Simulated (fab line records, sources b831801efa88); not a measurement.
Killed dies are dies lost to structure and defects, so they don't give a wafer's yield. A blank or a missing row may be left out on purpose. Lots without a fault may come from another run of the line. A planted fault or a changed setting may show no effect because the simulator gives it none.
fab line records | flow gf180mcu
record lots=6 wafers=18 last_day=34
route steps=602 shown V4@495 MIM@503
lots that met no fault: from a run of the same line without faults
start_h: hours from the record's first day to the start of the lot's first wafer shown | wait_h: hours since the lot's step before | " the same as in the row above | L1.1+2: a row that stands for several wafers | - no value, or no start given | * or withheld: withheld | < > ~ a bound
route shown NAME@n: a module of which the file shows steps, and the number in the route of the first | usual: mean/standard deviation of fault-free wafers | same: alike in all rows | chamber/n: place in a boat | sites: the reading at each site | _std_site: their standard deviation | _edge_site: outer sites' mean less inner sites' | radius_mm: how far each site lies from the wafer's centre | mask NAME#n: copy n | behind: the tool/chamber that last shaped the wafer | hold: why the lot was held/for how many hours/how that ended | device: the transistor (n, p or np) that didn't switch | end of line: the same wafers' tests at the end of the route | a step without rows: its recipe alone | killed: dies lost to structure and defects at the first sort, not the wafer's yield | map: a wafer's dies, x killed, . not, _ none there
set.NAME: the setting as run; set.NAME@STEP: as run at that earlier step | model.NAME: the simulator's own value behind a step, which no gauge read
lots at some steps of the route; a table a step, a row a wafer
services: from which hour (start_h, from the record's first day; less than 0 if before it) a tool's chamber was out of use, for how many hours, and why
## steps
# step GF_V4_STRIP_19
# recipe chemistry=post_etch_residue_remover time_s=1200 temp_c=72.5
# step GF_V4_CLEAN_20
# recipe chemistry=DIW dry=n2_spin
# step GF_V4_SPUTTER_21
# recipe material=Ti target_thk_nm=15 chamber_pressure_pa=5 power_w=2500 substrate_temp_c=200 time_s=80.02
# usual cathode_dc_power_W=2500.0/0.45 chamber_pressure_pa=4.999/0.0097 throttle_valve_pct=30.3/0.78
# columns lot.wafer tool chamber start_h wait_h cathode_dc_power_W chamber_pressure_pa throttle_valve_pct
L178.1 pvd_sputter-04 - 611.58 0.0 2499.8 5.007 30.0
L178.2 " - " " 2500.3 4.996 31.7
L178.4 " - " " 2499.9 4.984 29.5
L182.1 pvd_sputter-01 - 639.34 0.0 2500.4 4.996 30.6
L182.2 " - " " 2500.2 4.987 31.1
L182.4 " - " " 2499.7 4.996 29.4
L183.1 pvd_sputter-03 - 644.15 0.0 2499.8 5.003 30.4
L183.2 " - " " 2500.1 5.004 29.0
L183.3 " - " " 2499.8 4.988 29.6
L184.2 pvd_sputter-03 - 656.49 0.0 2499.5 4.998 30.7
L184.3 " - " " 2499.7 5.003 29.7
L184.5 " - " " 2499.9 4.996 29.5
L189.3 pvd_sputter-01 - 690.19 0.0 2500.4 5.010 31.2
L189.4 " - " " 2498.9 5.020 30.6
L189.6 " - " " 2499.3 4.996 29.4
L196.3 pvd_sputter-03 - 728.62 0.0 2500.0 5.010 30.3
L196.4 " - " " 2500.5 5.004 29.0
L196.5 " - " " 2499.4 4.994 30.8
# step GF_V4_SPUTTER_22
# recipe material=TiN target_thk_nm=10 chamber_pressure_pa=5 power_w=4000 time_s=40
# usual cathode_dc_power_W=4000.0/0.66 chamber_pressure_pa=5.000/0.011 throttle_valve_pct=30.3/0.79
# columns lot.wafer tool chamber start_h wait_h cathode_dc_power_W chamber_pressure_pa throttle_valve_pct
L178.1 pvd_sputter-04 - 611.64 0.0 3999.5 5.008 29.6
L178.2 " - " " 3999.4 5.014 31.8
L178.4 " - " " 4000.1 4.993 29.5
L182.1 pvd_sputter-01 - 639.40 0.0 3999.3 5.007 30.4
L182.2 " - " " 4000.2 5.004 31.1
L182.4 " - " " 3999.7 5.003 29.2
L183.1 pvd_sputter-03 - 644.21 0.0 4000.2 5.006 30.5
L183.2 " - " " 3999.6 5.000 28.9
L183.3 " - " " 4000.0 5.000 29.5
L184.2 pvd_sputter-03 - 656.55 0.0 4000.3 5.003 30.8
L184.3 " - " " 3998.9 4.994 29.3
L184.5 " - " " 4000.5 4.986 29.6
L189.3 pvd_sputter-01 - 690.25 0.0 3999.8 4.989 31.1
L189.4 " - " " 4000.4 5.007 30.7
L189.6 " - " " 4000.7 4.991 29.0
L196.3 pvd_sputter-03 - 728.68 0.0 4000.8 5.005 30.5
L196.4 " - " " 4000.4 5.011 28.8
L196.5 " - " " 4000.2 5.001 30.7
# step GF_V4_CVD_23
# recipe material=W target_thk_nm=350 time_s=104.9 temp_c=400 pressure_torr=40
# step GF_V4_RS_MEAS_24
# recipe thk_meas_gauge=four-point-probe reads=W_of_V4_CVD_23+TiN_of_V4_SPUTTER_22+Ti_of_V4_SPUTTER_21
# usual V4_W_RS=0.328/0.004
# columns lot.wafer tool chamber start_h wait_h V4_W_RS[ohm/sq]
L178.1 film_metro-02 - 611.79 0.1 0.328
L178.2 " - " " 0.327
L178.4 " - " " 0.324
L182.1 film_metro-03 - 639.55 0.1 0.336
L182.2 " - " " 0.335
L182.4 " - " " 0.333
L183.1 film_metro-04 - 644.36 0.1 0.322
L183.2 " - " " 0.327
L183.3 " - " " 0.326
L184.2 film_metro-04 - 656.74 0.1 0.332
L184.3 " - " " 0.336
L184.5 " - " " 0.336
L189.3 film_metro-04 - 690.44 0.1 0.330
L189.4 " - " " 0.335
L189.6 " - " " 0.331
L196.3 film_metro-03 - 728.87 0.1 0.328
L196.4 " - " " 0.332
L196.5 " - " " 0.327
# step GF_V4_THK_MEAS_25
# recipe thk_meas_gauge=xrf reads=W_of_V4_CVD_23
# usual V4_W_THK=352/6.1
# columns lot.wafer tool chamber start_h wait_h V4_W_THK[nm]
L178.1 film_metro-02 - 611.91 0.1 348
L178.2 " - " " 351
L178.4 " - " " 354
L182.1 film_metro-03 - 639.67 0.1 349
L182.2 " - " " 351
L182.4 " - " " 351
L183.1 film_metro-04 - 644.48 0.1 354
L183.2 " - " " 351
L183.3 " - " " 350
L184.2 film_metro-04 - 656.85 0.1 347
L184.3 " - " " 342
L184.5 " - " " 343
L189.3 film_metro-04 - 690.54 0.1 349
L189.4 " - " " 343
L189.6 " - " " 347
L196.3 film_metro-03 - 728.97 0.1 360
L196.4 " - " " 357
L196.5 " - " " 358
# step GF_V4_CMP_26
# recipe stop_on=SiO2 down_force_psi=3.5 platen_rpm=60 t_overpolish_s=15 target_thk_nm=0 pad_velocity_m_s=0.94248
# step GF_MIM_SPUTTER_00
# recipe material=Ti target_thk_nm=37.5 arriving_ion_energy_ev=80 substrate_temp_c=200 chamber_pressure_pa=2 power_w=4000 time_s=150
# usual cathode_dc_power_W=4000.0/0.7 chamber_pressure_pa=2.000/0.0043 throttle_valve_pct=30.1/0.8
# columns lot.wafer tool chamber start_h wait_h cathode_dc_power_W chamber_pressure_pa throttle_valve_pct
L178.1 pvd_sputter-01 - 612.27 0.2 4000.1 2.000 31.2
L178.2 " - " " 4000.5 2.000 30.7
L178.4 " - " " 4001.7 2.005 30.7
L182.1 pvd_sputter-03 - 640.03 0.2 3999.3 2.006 30.7
L182.2 " - " " 3998.9 1.998 29.5
L182.4 " - " " 4000.9 1.996 28.9
L183.1 pvd_sputter-01 - 644.84 0.2 4000.9 2.000 30.8
L183.2 " - " " 3999.5 1.999 30.4
L183.3 " - " " 4000.6 2.004 31.3
L184.2 pvd_sputter-01 - 657.42 0.1 3999.4 2.006 30.7
L184.3 " - " " 4000.4 2.000 31.1
L184.5 " - " " 4000.1 1.991 30.4
L189.3 pvd_sputter-01 - 690.88 0.1 4000.7 2.003 29.2
L189.4 " - " " 4000.3 2.007 29.0
L189.6 " - " " 3999.8 2.001 30.8
L196.3 pvd_sputter-01 - 729.31 0.2 4001.0 2.004 30.8
L196.4 " - " " 3998.8 1.997 29.3
L196.5 " - " " 4000.5 2.002 29.3
# step GF_MIM_SPUTTER_01
# recipe material=TiN target_thk_nm=30 power_w=6500 time_s=25 chamber_pressure_pa=0.4
# usual cathode_dc_power_W=6499.9/1.2 chamber_pressure_pa=0.4000/0.00078 throttle_valve_pct=30.1/0.78
# columns lot.wafer tool chamber start_h wait_h cathode_dc_power_W chamber_pressure_pa throttle_valve_pct
L178.1 pvd_sputter-01 - 612.37 0.1 6499.0 0.3981 31.0
L178.2 " - " " 6499.9 0.4000 30.6
L178.4 " - " " 6499.7 0.4003 30.7
L182.1 pvd_sputter-03 - 640.13 0.1 6499.7 0.3996 30.6
L182.2 " - " " 6499.7 0.4003 29.5
L182.4 " - " " 6498.9 0.3992 28.8
L183.1 pvd_sputter-01 - 644.94 0.1 6500.4 0.3986 30.6
L183.2 " - " " 6501.3 0.3993 30.6
L183.3 " - " " 6498.8 0.3998 31.2
L184.2 pvd_sputter-01 - 657.52 0.1 6501.4 0.3993 30.5
L184.3 " - " " 6500.2 0.3994 31.2
L184.5 " - " " 6501.9 0.3997 30.5
L189.3 pvd_sputter-01 - 690.98 0.1 6498.8 0.4001 29.3
L189.4 " - " " 6501.2 0.4004 29.0
L189.6 " - " " 6498.8 0.4016 30.9
L196.3 pvd_sputter-01 - 729.41 0.1 6501.0 0.4001 30.6
L196.4 " - " " 6499.0 0.3998 29.0
L196.5 " - " " 6500.8 0.4009 29.5
# step GF_MIM_SPUTTER_02
# recipe material=AlCu target_thk_nm=450 power_w=10600 time_s=23.9 chamber_pressure_pa=0.4
# usual cathode_dc_power_W=10600/1.8 chamber_pressure_pa=0.4001/0.00077 throttle_valve_pct=30.1/0.77
# columns lot.wafer tool chamber start_h wait_h cathode_dc_power_W chamber_pressure_pa throttle_valve_pct
L178.1 pvd_sputter-01 - 612.40 0.0 10601 0.3986 30.9
L178.2 " - " " 10599 0.3997 30.4
L178.4 " - " " 10600 0.4003 30.5
L182.1 pvd_sputter-03 - 640.16 0.0 10600 0.3993 30.9
L182.2 " - " " 10599 0.4012 29.4
L182.4 " - " " 10600 0.3993 29.1
L183.1 pvd_sputter-01 - 644.97 0.0 10604 0.3995 30.8
L183.2 " - " " 10598 0.4008 30.6
L183.3 " - " " 10601 0.4002 31.2
L184.2 pvd_sputter-01 - 657.55 0.0 10603 0.4000 30.7
L184.3 " - " " 10605 0.4001 31.4
L184.5 " - " " 10600 0.4008 30.6
L189.3 pvd_sputter-01 - 691.02 0.0 10603 0.4008 29.4
L189.4 " - " " 10600 0.4013 29.1
L189.6 " - " " 10602 0.4007 31.1
L196.3 pvd_sputter-01 - 729.44 0.0 10600 0.4006 30.5
L196.4 " - " " 10601 0.4001 29.2
L196.5 " - " " 10598 0.4005 29.4
# step GF_MIM_SPUTTER_03
# recipe material=Ti target_thk_nm=10 substrate_temp_c=300 chamber_pressure_pa=0.3 power_w=3000 time_s=6.7
# step GF_MIM_SPUTTER_04
# recipe material=TiN target_thk_nm=50 power_w=6500 time_s=41.7 chamber_pressure_pa=0.4
# usual cathode_dc_power_W=6500.1/1.2 chamber_pressure_pa=0.4000/0.00083 throttle_valve_pct=30.1/0.78
# columns lot.wafer tool chamber start_h wait_h cathode_dc_power_W chamber_pressure_pa throttle_valve_pct
L178.1 pvd_sputter-01 - 612.45 0.0 6499.6 0.4006 31.1
L178.2 " - " " 6499.4 0.3990 30.5
L178.4 " - " " 6501.4 0.4002 31.0
L182.1 pvd_sputter-03 - 640.21 0.0 - - -
L182.2 " - " " - - -
L182.4 " - " " - - -
L183.1 pvd_sputter-01 - 645.02 0.0 - - -
L183.2 " - " " - - -
L183.3 " - " " - - -
L184.2 pvd_sputter-01 - 657.60 0.0 6499.6 0.4001 30.9
L184.3 " - " " 6500.2 0.4010 31.1
L184.5 " - " " 6500.4 0.3998 30.5
L189.3 pvd_sputter-01 - 691.07 0.0 6500.4 0.4014 29.4
L189.4 " - " " 6501.3 0.3995 29.1
L189.6 " - " " 6501.7 0.4010 31.0
L196.3 pvd_sputter-01 - 729.49 0.0 6499.1 0.3998 30.5
L196.4 " - " " 6500.1 0.3983 29.1
L196.5 " - " " 6498.0 0.3982 29.3
# step GF_MIM_CVD_05
# recipe material=Si3N4 target_thk_nm=42 temp_max_c=400 temp_c=385 time_s=29.086 rf_w=450
## services
# columns tool chamber start_h hours kind
pvd_sputter-04 - 688.17 1.7 repair
## key
first_sign step=GF_MIM_SPUTTER_04 reading=tool_record direction=missing
effect none on later readings
met_at GF_MIM_SPUTTER_04
struck_wafers L182.1,L182.2,L182.4,L183.1,L183.2,L183.3
later_rows_left_out L182.1,L182.2,L182.4,L183.1,L183.2,L183.3
sort_left_out L182.1,L182.2,L182.4,L183.1,L183.2,L183.3
onset_between 612.45 640.21
fault kind=skipped_step_whole tool=pvd_sputter-01,pvd_sputter-03 chamber=- onset_h=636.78 steps=GF_MIM_SPUTTER_04 scope=struck_lots_only
# sort_left_out: the simulated sort isn't trusted on such a fault, so these wafers' sort isn't shown, and their yield isn't known
# later_rows_left_out: the simulator's readings of these wafers behind a module that went badly wrong aren't trusted and aren't shown, but for the sort
